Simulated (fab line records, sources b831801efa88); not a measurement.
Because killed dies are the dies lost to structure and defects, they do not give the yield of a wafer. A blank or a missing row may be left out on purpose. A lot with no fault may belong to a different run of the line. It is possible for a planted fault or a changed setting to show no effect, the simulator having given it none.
A struck lot beside a sound one -- flow sky130 -- 13 out of 708 route steps
Sound: wafers L823.1, L823.5, L823.6. The struck wafers were L825.2, L825.4, L825.6. Last of all comes the cause.
For every step that has rows: the tool of each side, followed by ch and its chambers, followed by its first start. Under that, the readings that differ: sound wafers -- struck wafers -- difference of the means -- sigmas: that difference in standard deviations of wafers without a fault.
alike: readings whose means differ by less than 2 such deviations, and words and numbers that are the same on both sides. not compared: withheld readings, readings that some wafer has no value for, bounds like >300 that may hide the same value, and numbers for which the record gives no deviation and whose values overlap.
A row with sigmas, a row that says differs or no value, or rows on one side alone: a step with any of these is where the two part. When numbers do not overlap yet have no deviation, they are printed without sigmas and do not part them. A reading that every wafer of one side lacks parts them only if that side has two wafers or more.

first, 1 step without rows for these wafers: SKY_SD_N_IMPLANT_10.
SKY_SD_N_STRIP_11: strips in O2/N2.
  sound on plasma_asher-01 ch 0,1, day 28 05:38; struck on plasma_asher-02 ch 0,1, day 28 19:23
  alike: drypump_motor_current_A, oes_product_au, strip_time_to_endpoint_s
  not compared: rf_hours_counter_h
SKY_SD_N_TW_MEAS_12:
  struck on film_metro-02, day 28 19:30; sound on film_metro-03, day 28 05:44
  alike: SD_N_TW
then, 1 step without rows for these wafers: SKY_SD_N_CLEAN_13 (cleans in SC1/SC2, time 150 s).
SKY_SD_N_RTA_14: time 2 s.
  sound on rtp_anneal-01 ch 0, day 28 05:51; struck on rtp_anneal-01 ch 0, day 28 19:36
  alike: lamp_power_pct, wafer_temp_C_max
SKY_SD_N_RS_MEAS_16: a four-point-probe measurement.
  struck on film_metro-03, day 28 19:47; sound on film_metro-04, day 28 06:01
  alike: SD_N_RS
SKY_SD_N_RS_MEAS_17: a four-point-probe measurement.
  struck on film_metro-03, day 28 19:55; sound on film_metro-04, day 28 06:08
  alike: SD_P_RS
SKY_SD_N_RS_MEAS_18: a four-point-probe measurement.
  struck on film_metro-03, day 28 20:02; sound on film_metro-04, day 28 06:16
  alike: RES_XHIGH_RS
then, 2 steps without rows for these wafers: SKY_SALICIDE_CLEAN_00 (cleans in HF-last, time 30 s); SKY_LI_CONTACT_HDPCVD_00 (deposits PSG, target thk 930 nm, time 155 s).
SKY_LI_CONTACT_THK_MEAS_01:
  struck on film_metro-02, day 28 20:16; sound on film_metro-04, day 28 06:31
  alike: LI_CONTACT_HDPCVD_THK
SKY_LI_CONTACT_CMP_02: polishes PSG.
  sound on cmp-01 ch 1,2,3, day 28 06:40; struck on cmp-01 ch 0,1,3, day 28 20:19
reading,sound,struck,difference,sigmas
time_to_endpoint_s (s),29.0 28.0 30.8,17.1 17.0 14.4,-13.1,-5
  alike: motor_current_A
SKY_LI_CONTACT_BOW_MEAS_03:
  struck on film_metro-04, day 28 20:38; sound on film_metro-04, day 28 06:52
  alike: LI_CONTACT_BOW

== WHERE THEY PART ==
Only at SKY_LI_CONTACT_CMP_02, within this record. Later steps at which nothing parts them and some readings are alike: SKY_LI_CONTACT_BOW_MEAS_03.

WHY: what the simulator had put in
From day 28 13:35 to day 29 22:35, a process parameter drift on cmp-01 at SKY_LI_CONTACT_CMP_02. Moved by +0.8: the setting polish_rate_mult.
